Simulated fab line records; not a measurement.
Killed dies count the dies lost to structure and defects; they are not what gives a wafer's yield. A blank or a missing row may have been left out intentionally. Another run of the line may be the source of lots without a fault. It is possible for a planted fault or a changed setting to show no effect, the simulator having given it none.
fab line records	flow sky130
record lots=6	wafers=18	last_day=49
route steps=708 shown SONOS_ONO@180 GATE_OXIDE@187 PAD_OPEN@708
lots that met no fault: from a run of the same line without faults
start_h: hours from the record's first day to the start of the lot's first wafer shown	wait_h: time in hours since the lot's previous step	" the same as in the row above	L1.1+2: a row that stands for several wafers	- no value, or no start given	* or withheld: withheld	< > ~ a bound
route shown NAME@n: NAME is a module with steps in the file, n the number in the route of the first one	usual: average and standard deviation across the fault-free wafers	same: alike in all rows	chamber/n: place in a boat	sites: per-site readings	_std_site: how widely they spread, as a standard deviation	_edge_site: the outer-site mean with the inner-site mean subtracted	radius_mm: for every site, how far away it sits from the centre of the wafer	mask NAME#n: copy n	behind: the tool/chamber that last shaped the wafer	hold: the reason the lot was held/the length of the hold in hours/how it ended	device: the n, p or np transistor that did not switch	end of line: the tests these same wafers got at the end of their route	a step with no rows: only its recipe	killed: dies lost to structure and defects at the first sort, not the wafer's yield	map: dies across one wafer; x = killed, . = not, _ = none there
set.NAME: the setting the step ran with; set.NAME@STEP: the setting that earlier step ran with	model.NAME: the simulator's own value behind a step, which no gauge read
lots at some steps of the route; a table a step, a row a wafer
services: the hour from which a tool's chamber was out of use, counted from the record's first day as start_h (under 0 if before that day), plus the number of hours and why
## steps
# step SKY_SONOS_ONO_DEVELOP_12
# recipe develop_time_s=60	dev_temp_c=23
# step SKY_SONOS_ONO_CD_MEAS_13
# recipe target_cd_nm=410
# usual cd_nm=410.6/2.8
lot.wafer	tool	chamber	start_h	wait_h	cd_nm
L271.2	cd_sem-02	-	323.48	0.1	413.6
L271.3	"	-	"	"	411.4
L271.5	"	-	"	"	413.3
L275.3	cd_sem-01	-	343.05	0.1	410.8
L275.4	"	-	"	"	408.9
L275.6	"	-	"	"	407.6
L277.1	cd_sem-02	-	358.51	0.1	412.9
L277.3	"	-	"	"	410.2
L277.5	"	-	"	"	411.3
L279.3	cd_sem-01	-	374.25	0.1	407.6
L279.5	"	-	"	"	409.6
L279.6	"	-	"	"	408.9
L281.2	cd_sem-02	-	387.18	0.1	407.3
L281.4	"	-	"	"	407.5
L281.6	"	-	"	"	408.8
L287.3	cd_sem-01	-	442.43	0.1	406.6
L287.5	"	-	"	"	410.2
L287.6	"	-	"	"	409.1
# step SKY_SONOS_ONO_OVL_MEAS_14
# usual SONOS_ONO_OVL=0.5/1.5
lot.wafer	tool	chamber	start_h	wait_h	SONOS_ONO_OVL[nm]
L271.2	overlay-02	-	323.59	0.1	-0.5
L271.3	"	-	"	"	-2.4
L271.5	"	-	"	"	-1.7
L275.3	overlay-02	-	343.15	0.1	0.2
L275.4	"	-	"	"	0.1
L275.6	"	-	"	"	0.1
L277.1	overlay-02	-	358.63	0.1	1.5
L277.3	"	-	"	"	1.5
L277.5	"	-	"	"	-0.3
L279.3	overlay-02	-	374.35	0.1	-2.7
L279.5	"	-	"	"	-2.9
L279.6	"	-	"	"	-1.6
L281.2	overlay-01	-	387.29	0.1	1.3
L281.4	"	-	"	"	0.2
L281.6	"	-	"	"	0.6
L287.3	overlay-01	-	442.52	0.1	1.1
L287.5	"	-	"	"	3.8
L287.6	"	-	"	"	-0.6
# step SKY_SONOS_ONO_ETCH_15
# recipe target_depth_nm=19.52	chemistry=CHF3/O2	source_w=600	bias_w=200	pressure_mtorr=40	chf3_flow_sccm=50	O2_flow_sccm=5	time_s=7.8
# usual drypump_motor_current_A=5.7/0.33	oes_product_au=0.996/0.0096	throttle_valve_pct=8.825/0.0092
lot.wafer	tool	chamber	start_h	wait_h	drypump_motor_current_A	oes_product_au	rf_hours_counter_h	throttle_valve_pct
L271.2	rie_diel-02	3	323.62	0.0	5.5	0.985	10	8.823
L271.3	"	1	"	"	5.6	1.022	4	8.828
L271.5	"	1	"	"	5.6	1.011	-	8.818
L275.3	rie_diel-02	1	343.17	0.0	5.5	1.011	5	8.830
L275.4	"	0	"	"	5.5	0.995	12	8.820
L275.6	"	2	"	"	6.5	0.995	-	8.829
L277.1	rie_diel-02	0	358.67	0.0	5.5	1.005	12	8.820
L277.3	"	3	"	"	5.5	0.991	11	8.816
L277.5	"	0	"	"	5.5	0.998	-	8.835
L279.3	rie_diel-01	3	374.37	0.0	5.5	1.000	8	8.824
L279.5	"	3	"	"	5.5	0.991	-	8.821
L279.6	"	0	"	"	5.3	1.005	-	8.832
L281.2	rie_diel-03	0	387.32	0.0	6.0	0.986	52	8.818
L281.4	"	2	"	"	5.7	0.989	-	8.823
L281.6	"	2	"	"	5.7	0.998	-	8.849
L287.3	rie_diel-01	3	442.55	0.0	5.5	0.989	9	8.821
L287.5	"	0	"	"	5.3	0.994	-	8.829
L287.6	"	1	"	"	5.5	0.998	-	8.811
# step SKY_SONOS_ONO_WET_ETCH_16
# recipe chemistry=dHF	target_depth_nm=14	dry=n2_spin	target=SiO2	dilution=100:1	temp_c=25	time_s=280
# step SKY_SONOS_ONO_STRIP_17
# recipe chemistry=O2/N2	power_w=1400	pressure_mtorr=1500	platen_temp_c=withheld	o2_flow_sccm=3000	n2_flow_sccm=300	overash_fraction=0.5
# usual drypump_motor_current_A=5.5/0.55	oes_product_au=0.709/0.004	strip_time_to_endpoint_s=14.10/0.047
lot.wafer	tool	chamber	start_h	wait_h	drypump_motor_current_A	oes_product_au	rf_hours_counter_h	strip_time_to_endpoint_s
L271.2	plasma_asher-01	0	323.73	0.0	5.7	0.711	53	14.09
L271.3	"	0	"	"	5.7	0.705	-	14.10
L271.5	"	0	"	"	5.6	0.709	-	14.07
L275.3	plasma_asher-02	1	343.32	0.0	6.0	0.715	-	14.10
L275.4	"	0	"	"	6.5	0.715	-	14.08
L275.6	"	1	"	"	6.0	0.714	-	14.06
L277.1	plasma_asher-01	1	358.78	0.0	5.0	0.707	56	14.13
L277.3	"	1	"	"	5.0	0.706	-	14.13
L277.5	"	0	"	"	5.6	0.711	-	14.14
L279.3	plasma_asher-04	0	374.61	0.0	4.7	0.709	-	14.17
L279.5	"	0	"	"	4.7	0.711	-	14.15
L279.6	"	1	"	"	5.8	0.706	-	14.16
L281.2	plasma_asher-04	0	387.45	0.0	4.7	0.709	70	14.17
L281.4	"	1	"	"	5.8	0.705	-	14.15
L281.6	"	0	"	"	4.7	0.704	-	14.20
L287.3	plasma_asher-01	1	442.69	0.0	5.0	0.710	-	14.14
L287.5	"	0	"	"	5.7	0.710	-	14.10
L287.6	"	1	"	"	5.0	0.716	-	14.14
# step SKY_SONOS_ONO_WET_ETCH_18
# recipe chemistry=H3PO4	target_depth_nm=15	target=Si3N4	temp_c=160	time_s=172
# step SKY_GATE_OXIDE_CLEAN_00
# recipe chemistry=SC1/SC2	mix=1:4:20	temp_c=70	time_s=150	dry=n2_spin
# step SKY_GATE_OXIDE_OXIDATION_01
# recipe temp_c=900	ambient=O2	stabilise_s=600	purge_s=300	target_thk_a=102.68	ox_time_s=1473
# step SKY_GATE_OXIDE_THK_MEAS_02
# recipe reads=SiO2_of_GATE_OXIDE_OXIDATION_01
# usual GATE_OXIDE_OXIDATION_00_THK=10.25/0.18
lot.wafer	tool	chamber	start_h	wait_h	GATE_OXIDE_OXIDATION_00_THK[nm]
L271.2	film_metro-01	-	326.13	0.0	10.37
L271.3	"	-	"	"	10.43
L271.5	"	-	"	"	10.40
L275.3	film_metro-02	-	345.45	0.0	9.89
L275.4	"	-	"	"	10.01
L275.6	"	-	"	"	10.03
L277.1	film_metro-01	-	360.93	0.0	10.21
L277.3	"	-	"	"	9.97
L277.5	"	-	"	"	10.15
L279.3	film_metro-02	-	377.29	0.0	10.32
L279.5	"	-	"	"	10.28
L279.6	"	-	"	"	10.29
L281.2	film_metro-01	-	389.55	0.0	10.25
L281.4	"	-	"	"	10.56
L281.6	"	-	"	"	10.30
L287.3	film_metro-01	-	444.29	0.0	10.58
L287.5	"	-	"	"	10.56
L287.6	"	-	"	"	10.63
# step SKY_GATE_OXIDE_DEHYDRATE_03
# recipe temp_c=200	time_s=60
# step SKY_GATE_OXIDE_HMDS_04
# recipe prime_time_s=60	prime_temp_c=120
# step SKY_GATE_OXIDE_COAT_05
# recipe resist=NOVOLAK	spin_rpm=3000	resist_thk_nm=1140
# usual dispense_pressure_kPa=49.8/2.8	spin_speed_rpm=2999.9/1.9
lot.wafer	tool	chamber	start_h	wait_h	dispense_pressure_kPa	spin_speed_rpm	model.NOVOLAK_of_GATE_OXIDE_COAT_05.thk_nm
L271.2	litho_track-01	0	339.67	0.1	52.7	2999.5	1144
L271.3	"	0	"	"	52.7	2997.9	1143
L271.5	"	0	"	"	52.7	2999.4	1147
L275.3	litho_track-02	0	358.67	0.1	50.2	3004.4	1143
L275.4	"	0	"	"	50.2	3000.5	1143
L275.6	"	0	"	"	50.2	2998.6	1144
L277.1	litho_track-02	0	374.52	0.1	50.1	2997.9	703.1
L277.3	"	0	"	"	50.2	3000.4	704.3
L277.5	"	0	"	"	50.2	3002.1	706.1
L279.3	litho_track-03	0	392.26	0.1	46.0	3000.4	1143
L279.5	"	0	"	"	46.0	2999.1	1141
L279.6	"	0	"	"	46.0	2999.2	1138
L281.2	litho_track-02	0	403.55	0.1	50.2	2999.3	707.4
L281.4	"	0	"	"	50.2	2997.5	705.5
L281.6	"	0	"	"	50.2	2999.7	702.5
L287.3	litho_track-03	0	459.56	0.1	46.1	3000.9	1135
L287.5	"	0	"	"	46.0	3000.5	1136
L287.6	"	0	"	"	46.1	3000.0	1138
# step SKY_GATE_OXIDE_SOFTBAKE_06
# recipe temp_c=90	time_s=60	resist=NOVOLAK
# step SKY_GATE_OXIDE_EXPOSE_07
# recipe mask_id=LVOM	na=0.6	source_shape=conventional	sigma_outer=0.6	polarization=unpolarized	target_cd_nm=600	dose_mj=170
# step SKY_GATE_OXIDE_PEB_08
# recipe temp_c=withheld	time_s=*	resist=NOVOLAK
# step SKY_GATE_OXIDE_DEVELOP_09
# recipe resist=NOVOLAK	developer=TMAH	develop_time_s=60	dev_temp_c=23
# same develop_time_s=60
lot.wafer	tool	chamber	start_h	wait_h	model.NOVOLAK_of_GATE_OXIDE_COAT_05.thk_nm
L271.2+3	litho_track-03	0	352.84	0.1	1143
L271.5	"	0	"	"	1146
L275.3	litho_track-02	0	372.62	0.1	1142
L275.4+6	"	0	"	"	1143
L277.1	litho_track-01	0	389.10	0.1	702.7
L277.3	"	0	"	"	703.9
L277.5	"	0	"	"	705.7
L279.3	litho_track-01	0	406.45	0.1	1142
L279.5	"	0	"	"	1140
L279.6	"	0	"	"	1138
L281.2	litho_track-01	0	418.72	0.1	707
L281.4	"	0	"	"	705
L281.6	"	0	"	"	702.1
L287.3+5	litho_track-02	0	474.72	0.1	1135
L287.6	"	0	"	"	1138
# step SKY_GATE_OXIDE_OVL_MEAS_10
# usual GATE_OXIDE_OVL=-0.7/1.2
lot.wafer	tool	chamber	start_h	wait_h	GATE_OXIDE_OVL[nm]
L271.2	overlay-02	-	352.97	0.1	-0.7
L271.3	"	-	"	"	-2.4
L271.5	"	-	"	"	-1.5
L275.3	overlay-01	-	372.73	0.1	0.3
L275.4	"	-	"	"	-2.3
L275.6	"	-	"	"	-1.1
L277.1	overlay-02	-	389.25	0.1	0.7
L277.3	"	-	"	"	0.8
L277.5	"	-	"	"	-2.8
L279.3	overlay-02	-	406.56	0.1	-1.0
L279.5	"	-	"	"	0.3
L279.6	"	-	"	"	1.7
L281.2	overlay-02	-	418.85	0.1	-1.7
L281.4	"	-	"	"	-1.9
L281.6	"	-	"	"	0.0
L287.3	overlay-01	-	474.83	0.1	-0.4
L287.5	"	-	"	"	0.6
L287.6	"	-	"	"	0.3
# step SKY_GATE_OXIDE_IMPLANT_11
# recipe species=B	energy_kev=10	dose_cm2=2.6e+12	tilt_deg=withheld
# step SKY_GATE_OXIDE_WET_ETCH_12
# recipe chemistry=dHF	target_depth_nm=16.8	dry=n2_spin	target=SiO2	dilution=100:1	temp_c=25	time_s=336
# step SKY_GATE_OXIDE_STRIP_13
# recipe chemistry=O2/N2	power_w=1400	pressure_mtorr=1500	platen_temp_c=withheld	o2_flow_sccm=3000	n2_flow_sccm=300	overash_fraction=0.5
# usual drypump_motor_current_A=5.3/0.33	oes_product_au=0.716/0.0042	strip_time_to_endpoint_s=14.18/0.046
lot.wafer	tool	chamber	start_h	wait_h	drypump_motor_current_A	oes_product_au	rf_hours_counter_h	strip_time_to_endpoint_s
L271.2	plasma_asher-03	1	353.26	0.0	5.4	0.712	61	14.22
L271.3	"	0	"	"	5.4	0.713	-	14.22
L271.5	"	1	"	"	5.4	0.714	-	14.27
L275.3	plasma_asher-01	0	373.04	0.0	5.7	0.717	-	14.21
L275.4	"	1	"	"	5.0	0.714	-	14.22
L275.6	"	0	"	"	5.7	0.719	-	14.23
L277.1	plasma_asher-03	1	389.55	0.0	5.3	0.615	65	9.16
L277.3	"	1	"	"	5.3	0.613	-	9.15
L277.5	"	1	"	"	5.3	0.612	-	9.18
L279.3	plasma_asher-04	1	406.87	0.0	5.7	0.709	-	14.20
L279.5	"	0	"	"	4.7	0.715	-	14.19
L279.6	"	1	"	"	5.8	0.720	-	14.15
L281.2	plasma_asher-01	1	419.15	0.0	5.0	0.614	63	9.19
L281.4	"	0	"	"	5.7	0.614	-	9.18
L281.6	"	0	"	"	5.7	0.619	-	9.15
L287.3	plasma_asher-01	1	475.14	0.0	5.0	0.712	-	14.12
L287.5	"	0	"	"	5.7	0.710	-	14.12
L287.6	"	1	"	"	5.0	0.710	-	14.16
# step SKY_GATE_OXIDE_TW_MEAS_14
# usual GATE_OXIDE_TW=225.5/2.4
lot.wafer	tool	chamber	start_h	wait_h	GATE_OXIDE_TW
L271.2	film_metro-03	-	353.37	0.1	224.4
L271.3	"	-	"	"	223.9
L271.5	"	-	"	"	223.9
L275.3	film_metro-03	-	373.13	0.1	222.1
L275.4	"	-	"	"	222.7
L275.6	"	-	"	"	223.9
L277.1	film_metro-03	-	389.65	0.1	223.1
L277.3	"	-	"	"	223.2
L277.5	"	-	"	"	223.9
L279.3	film_metro-01	-	406.96	0.1	228.5
L279.5	"	-	"	"	228.3
L279.6	"	-	"	"	227.6
L281.2	film_metro-02	-	419.26	0.1	222.7
L281.4	"	-	"	"	223.7
L281.6	"	-	"	"	224.1
L287.3	film_metro-02	-	475.23	0.1	225.3
L287.5	"	-	"	"	223.8
L287.6	"	-	"	"	222.7
# step SKY_PAD_OPEN_PROBE_99
# usual killed_at_M0_to_M3=44/6.9	killed_at_M4_up=3.0/1.5	killed_at_contacts=24/5.2	killed_at_front_end=15/4.1	killed_at_other=0.4/0.62	killed_dies=87/9.6	killed_on_rim=17/3.8	killed_open=47/7	killed_short=40/6.2
# same gross_dies=492	killed_at_back_side=0
lot.wafer	tool	chamber	start_h	wait_h	killed_at_M0_to_M3	killed_at_M4_up	killed_at_contacts	killed_at_front_end	killed_at_other	killed_dies	killed_on_rim	killed_open	killed_short
L271.2	prober-01	-	1103.62	0.1	45	4	24	11	1	85	14	36	49
L271.3	prober-01	-	1103.67	0.2	40	4	17	10	0	71	11	37	33
L271.5	prober-01	-	1103.77	0.2	39	2	19	14	1	75	8	46	27
L275.3	prober-01	-	1118.76	0.2	51	2	23	20	0	96	19	53	43
L275.4	prober-01	-	1118.81	0.2	48	3	25	13	2	91	27	47	43
L275.6	prober-01	-	1118.91	0.2	41	2	26	13	0	82	17	46	36
L277.1	prober-01	-	1133.11	0.1	45	0	22	20	0	87	12	44	43
L277.3	prober-01	-	1133.21	0.2	49	2	34	16	0	101	20	50	51
L277.5	prober-01	-	1133.31	0.2	45	4	30	20	0	99	22	51	47
L279.3	prober-01	-	1143.80	0.2	50	2	24	18	0	94	19	51	43
L279.5	prober-01	-	1143.90	0.2	33	0	20	9	1	63	12	32	31
L279.6	prober-01	-	1143.95	0.2	40	3	25	11	0	79	16	45	34
# killed by level:class
L271.2 VIA1:geometric_particle:open=9 CONTACT:geometric_particle:open=8 METAL1:geometric_particle:short=8 CONTACT:geometric_particle:short=7 VIA1:geometric_particle:short=7 VIA2:geometric_particle:open=5 METAL2:geometric_particle:short=4 LOCAL_INTERCONNECT:geometric_particle:short=4
L271.3 VIA1:geometric_particle:open=13 LI_CONTACT:geometric_particle:open=6 CONTACT:geometric_particle:open=6 VIA1:geometric_particle:short=6 METAL2:geometric_particle:short=6 METAL1:geometric_particle:short=5 VIA3:geometric_particle:open=5 FIELD_ISO:geometric_particle:open=3
L271.5 VIA1:geometric_particle:open=10 LI_CONTACT:geometric_particle:open=8 VIA2:geometric_particle:open=5 VIA3:geometric_particle:open=5 VIA1:geometric_particle:short=4 CONTACT:geometric_particle:short=4 CONTACT:geometric_particle:open=4 VIA2:geometric_particle:short=4
L275.3 METAL2:geometric_particle:short=11 VIA1:geometric_particle:open=9 VIA3:geometric_particle:open=9 CONTACT:geometric_particle:open=8 LI_CONTACT:geometric_particle:open=7 VIA2:geometric_particle:open=6 FIELD_ISO:geometric_particle:open=5 POLY_GATE:geometric_particle:short=5
L275.4 CONTACT:geometric_particle:open=14 VIA1:geometric_particle:open=11 METAL2:geometric_particle:short=7 METAL1:geometric_particle:short=7 VIA1:geometric_particle:short=6 CONTACT:geometric_particle:short=5 METAL3:geometric_particle:short=4 VIA2:geometric_particle:open=4
L275.6 CONTACT:geometric_particle:open=9 VIA3:geometric_particle:open=9 VIA1:geometric_particle:open=8 VIA1:geometric_particle:short=7 FIELD_ISO:geometric_particle:open=6 LI_CONTACT:geometric_particle:open=6 METAL2:geometric_particle:short=6 CONTACT:geometric_particle:short=5
L277.1 VIA1:geometric_particle:open=10 METAL2:geometric_particle:short=9 LI_CONTACT:geometric_particle:open=7 CONTACT:geometric_particle:open=7 SPACER:geometric_particle:short=6 FIELD_ISO:geometric_particle:short=5 VIA2:geometric_particle:open=4 VIA3:geometric_particle:short=4
L277.3 CONTACT:geometric_particle:open=12 VIA1:geometric_particle:open=8 METAL2:geometric_particle:short=7 LI_CONTACT:geometric_particle:open=7 LI_CONTACT:geometric_particle:short=6 METAL1:geometric_particle:short=6 VIA2:geometric_particle:open=6 FIELD_ISO:geometric_particle:short=5
L277.5 VIA2:geometric_particle:open=12 CONTACT:geometric_particle:open=7 VIA3:geometric_particle:open=7 METAL1:geometric_particle:short=6 POLY_GATE:geometric_particle:open=6 LI_CONTACT:geometric_particle:open=6 LOCAL_INTERCONNECT:geometric_particle:short=6 CONTACT:geometric_particle:short=6
L279.3 VIA3:geometric_particle:open=12 CONTACT:geometric_particle:open=10 METAL1:geometric_particle:short=8 VIA1:geometric_particle:open=7 FIELD_ISO:geometric_particle:short=6 LI_CONTACT:geometric_particle:open=6 VIA2:geometric_particle:open=5 VIA1:geometric_particle:short=4
L279.5 CONTACT:geometric_particle:open=8 VIA1:geometric_particle:open=7 METAL2:geometric_particle:short=6 VIA2:geometric_particle:open=6 LI_CONTACT:geometric_particle:open=4 CONTACT:geometric_particle:short=4 METAL1:geometric_particle:short=4 FIELD_ISO:geometric_particle:open=3
L279.6 LI_CONTACT:geometric_particle:open=12 VIA1:geometric_particle:open=12 CONTACT:geometric_particle:short=6 VIA1:geometric_particle:short=6 VIA2:geometric_particle:open=6 METAL2:geometric_particle:short=5 VIA3:geometric_particle:open=5 FIELD_ISO:geometric_particle:short=3
## services
tool	chamber	start_h	hours	kind
rie_diel-01	0	304.37	6.3	repair
plasma_asher-02	-	325.76	3.1	repair
rie_diel-02	3	329.71	4.0	repair
rie_diel-01	-	356.35	14.6	pm
plasma_asher-02	-	374.67	12.3	repair
rie_diel-02	1	375.63	14.3	repair
rie_diel-03	1	378.94	8.9	repair
rie_diel-03	3	383.13	14.5	repair
plasma_asher-02	-	402.15	52.0	repair
plasma_asher-04	-	421.25	9.0	pm
plasma_asher-04	0	421.25	9.0	vent_cycle
plasma_asher-04	1	421.25	9.0	vent_cycle
plasma_asher-03	-	422.87	0.7	repair
plasma_asher-01	-	423.20	2.0	repair
plasma_asher-04	0	430.25	-	clean
plasma_asher-04	1	430.25	-	clean
rie_diel-03	3	434.94	4.7	repair
plasma_asher-04	-	436.05	9.4	repair
plasma_asher-03	-	437.36	2.3	repair
rie_diel-01	2	440.83	19.7	repair
rie_diel-01	-	449.70	3.3	repair
plasma_asher-01	-	454.53	1.9	repair
plasma_asher-04	-	461.21	0.4	repair
rie_diel-03	1	463.83	9.8	repair
## key
first_sign step=SKY_GATE_OXIDE_STRIP_13	reading=strip_time_to_endpoint_s	direction=down	sigmas=99+	usual=*	struck=*
effect step=SKY_GATE_OXIDE_STRIP_13	reading=oes_product_au	direction=down	sigmas=24	usual=0.716	struck=0.614
model_effect step=SKY_GATE_OXIDE_COAT_05	value=NOVOLAK_of_GATE_OXIDE_COAT_05.thk_nm	without=1145	struck=704.8
model_effect step=SKY_GATE_OXIDE_DEVELOP_09	value=NOVOLAK_of_GATE_OXIDE_COAT_05.thk_nm	without=1145	struck=704.4
met_at SKY_GATE_OXIDE_COAT_05
struck_wafers L277.1,L277.3,L277.5,L281.2,L281.4,L281.6
tester_left_out L277,L281
onset_between 358.67 374.52
fault kind=process_parameter_drift	tool=litho_track-02	chamber=-	onset_h=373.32	steps=SKY_GATE_OXIDE_COAT_05	channel=resist_thk_nm	offset=-438.27	shape=step	end_h=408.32	acts_in=these_recipes_only	stated=1140
# tester_left_out: of these lots the tester's yield and bins aren't shown, on N5 and GAA mostly nor the transistor test; their killed dies are dies lost to structure and defects alone, not to doping, threshold or leakage, so they don't give the yield
